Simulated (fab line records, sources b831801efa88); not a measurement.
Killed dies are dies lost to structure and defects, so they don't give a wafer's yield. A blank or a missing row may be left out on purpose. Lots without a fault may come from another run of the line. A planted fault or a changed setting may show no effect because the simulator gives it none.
A struck lot beside a sound one | flow gf180mcu | 16 steps out of a route of 602
Sound: wafers L693.2, L693.4, L693.5. Struck: wafers L696.1, L696.2, L696.3. The cause comes at the end.
At each step with rows: each side's tool, then ch and its chambers, then its first start. Under that, the readings that differ: sound wafers | struck wafers | difference of the means | sigmas: that difference in standard deviations of wafers without a fault.
alike: readings whose means differ by less than 2 such deviations, and words and numbers that are the same on both sides. not compared: withheld readings, readings that some wafer has no value for, bounds like >300 that may hide the same value, and numbers for which the record gives no deviation and whose values overlap.
The two part at a step that has a row with sigmas, a row that says differs or no value, or rows on one side only. Numbers that don't overlap but have no deviation are shown without sigmas and don't part them. A reading that every wafer of one side lacks parts them only if that side has two wafers or more.

first, 3 steps without rows for these wafers: GF_V5_EXPOSE_11 (exposes mask Via5, target cd 260 nm); GF_V5_PEB_12 (peb time 90 s); GF_V5_DEVELOP_13 (develop time 60 s).
GF_V5_CD_MEAS_14: target cd 260 nm.
  sound on cd_sem-01, day 29 22:04; struck on cd_sem-01, day 30 19:47
  reading    | sound             | struck            | difference | sigmas
  cd_nm (nm) | 259.5 258.4 257.5 | 262.1 260.8 261.2 | +2.9       | +2
GF_V5_OVL_MEAS_15:
  sound on overlay-02, day 29 22:11; struck on overlay-02, day 30 19:54
  alike: V5_OVL
GF_V5_ETCH_16: etches BARC in N2/H2.
  sound on rie_diel-02 ch 1,2,3, day 29 22:13; struck on rie_diel-02 ch 0,1,3, day 30 19:56
  alike: drypump_motor_current_A, oes_product_au, throttle_valve_pct
GF_V5_ETCH_17: etches SiO2 in C4F8/O2/Ar, stops on TiN, target depth 855 nm.
  sound on rie_diel-02 ch 1,2,3; struck on rie_diel-02 ch 0,1,3
  alike: oes_product_au
GF_V5_STRIP_18: strips in O2/N2.
  sound on plasma_asher-02 ch 0,1, day 29 22:22; struck on plasma_asher-04 ch 0,1, day 30 20:05
  alike: drypump_motor_current_A, heater_power_w, oes_product_au
  not compared: rf_hours_counter_h
then, 2 steps without rows for these wafers: GF_V5_STRIP_19 (strips in post etch residue remover, time 1200 s); GF_V5_CLEAN_20 (cleans in DIW).
GF_V5_SPUTTER_21: material Ti, target thk 15 nm, time 80.02 s.
  sound on pvd_sputter-03, day 29 22:55; struck on pvd_sputter-01, day 30 20:40
  alike: throttle_valve_pct
GF_V5_SPUTTER_22: material TiN, target thk 10 nm, time 40 s.
  sound on pvd_sputter-03, day 29 22:58; struck on pvd_sputter-01, day 30 20:43
  alike: throttle_valve_pct
GF_V5_CVD_23: deposits W, target thk 350 nm, time 104.9 s.
  sound on cvd_w-02 ch 0,1, day 29 23:01; struck on cvd_w-01 ch 0,1, day 30 20:46
  no value came back on the struck wafers for chamber_pressure_Torr (Torr), heater_power_outer_w (W), heater_power_w (W); on the sound wafers chamber_pressure_Torr (Torr) reads 39.90 40.06 40.00
GF_V5_RS_MEAS_24: measures by four-point-probe.
  sound on film_metro-03, day 29 23:09; struck on film_metro-04, day 30 20:52
  reading          | sound             | struck               | difference | sigmas
  V5_W_RS (ohm/sq) | 0.321 0.330 0.323 | 44.120 45.402 44.799 | +44.449    | +99 or more
GF_V5_THK_MEAS_25: measures by xrf.
  sound on film_metro-03, day 29 23:16; struck on film_metro-04, day 30 20:59
  not compared: V5_W_THK
GF_V5_CMP_26: polishes, stops on SiO2, t overpolish 15 s, target thk 0 nm.
  sound on cmp-02 ch 1,2,3, day 29 23:25; struck on cmp-01 ch 0,2,3, day 30 21:03
  reading                | sound    | struck | difference | sigmas
  time_to_endpoint_s (s) | 93 84 79 | 1 2 0  | -84        | -21
  alike: head_pressure_psi, motor_current_A, slurry_flow_ml_min

WHERE THEY PART
First at GF_V5_CD_MEAS_14; last, within this record, at GF_V5_CMP_26.

WHY: what the simulator had put in
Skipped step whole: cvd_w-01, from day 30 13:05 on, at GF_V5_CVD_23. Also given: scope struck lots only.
